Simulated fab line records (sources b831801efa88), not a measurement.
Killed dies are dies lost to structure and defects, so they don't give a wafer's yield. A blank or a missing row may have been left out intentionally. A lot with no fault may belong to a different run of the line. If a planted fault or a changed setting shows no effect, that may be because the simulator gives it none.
Matching of chambers :: flow sky130 :: cmp-01 running SKY_VIA3_CMP_02: 4 sister chambers
The step polishes SiO2. 8 wafers are shown with their chamber, then 12 later ones without.

WAFERS, EACH WITH ITS CHAMBER
wafer: L081.6
chamber: 1
motor_current_A (A): 11.1
slurry_filter_dp_kPa (kPa): 13.50

wafer: L086.3
chamber: 3
motor_current_A (A): 10.5
slurry_filter_dp_kPa (kPa): 13.77

wafer: L088.2
chamber: 1
motor_current_A (A): 11.3
slurry_filter_dp_kPa (kPa): 13.40

wafer: L088.3
chamber: 0
motor_current_A (A): 12.2
slurry_filter_dp_kPa (kPa): 13.68

wafer: L088.6
chamber: 2
motor_current_A (A): 13.2
slurry_filter_dp_kPa (kPa): 13.16

wafer: L089.1
chamber: 3
motor_current_A (A): 10.3
slurry_filter_dp_kPa (kPa): 13.38

wafer: L089.2
chamber: 0
motor_current_A (A): 11.9
slurry_filter_dp_kPa (kPa): 13.37

wafer: L089.3
chamber: 2
motor_current_A (A): 12.2
slurry_filter_dp_kPa (kPa): 13.67

WAFERS WHOSE CHAMBER IS MISSING
wafer: L091.1
motor_current_A (A): 11.0
slurry_filter_dp_kPa (kPa): 13.55

wafer: L091.3
motor_current_A (A): 10.2
slurry_filter_dp_kPa (kPa): 13.55

wafer: L091.4
motor_current_A (A): 13.4
slurry_filter_dp_kPa (kPa): 13.45

wafer: L092.1
motor_current_A (A): 10.5
slurry_filter_dp_kPa (kPa): 13.40

wafer: L092.4
motor_current_A (A): 11.9
slurry_filter_dp_kPa (kPa): 13.83

wafer: L092.6
motor_current_A (A): 10.5
slurry_filter_dp_kPa (kPa): 13.22

wafer: L093.1
motor_current_A (A): 10.0
slurry_filter_dp_kPa (kPa): 13.73

wafer: L093.2
motor_current_A (A): 13.1
slurry_filter_dp_kPa (kPa): 13.71

wafer: L093.4
motor_current_A (A): 10.5
slurry_filter_dp_kPa (kPa): 13.61

wafer: L096.1
motor_current_A (A): 11.1
slurry_filter_dp_kPa (kPa): 13.67

wafer: L096.3
motor_current_A (A): 12.4
slurry_filter_dp_kPa (kPa): 13.45

wafer: L096.4
motor_current_A (A): 12.7
slurry_filter_dp_kPa (kPa): 13.35

WHICH CHAMBER EACH WENT THROUGH
wafer: L091.1
from the rows above: can't be placed: 1 or 3
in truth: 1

wafer: L091.3
from the rows above: 3
in truth: 3

wafer: L091.4
from the rows above: can't be placed: 2 or 0
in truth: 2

wafer: L092.1
from the rows above: can't be placed: 3 or 1
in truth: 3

wafer: L092.4
from the rows above: can't be placed: 0 or 1 or 2
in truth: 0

wafer: L092.6
from the rows above: can't be placed: 3 or 1
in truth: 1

wafer: L093.1
from the rows above: 3
in truth: 3

wafer: L093.2
from the rows above: can't be placed: 2 or 0
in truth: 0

wafer: L093.4
from the rows above: can't be placed: 3 or 1
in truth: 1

wafer: L096.1
from the rows above: can't be placed: 1 or 3 or 0
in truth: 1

wafer: L096.3
from the rows above: can't be placed: 2 or 0
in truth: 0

wafer: L096.4
from the rows above: can't be placed: 2 or 0
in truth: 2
2 of 12 placed correctly. Can't be placed from these rows: 10 (the true chamber is among the candidates in 10). Placed wrongly: 0.
How it was worked out, from the rows above alone: a wafer's distance from a chamber is the root of the sum, over the readings, of the square of ((its reading less the chamber's mean) divided by the reading's scatter). If the next closest chamber is less than 2 further off than the closest, the wafer can't be placed; otherwise it belongs to the closest. The mean given for a chamber averages the wafers shown for that chamber. How the scatter is found: for the shown wafers, subtract from each reading the mean of its chamber, square and add these, divide the total by (wafers less chambers), then take the root.
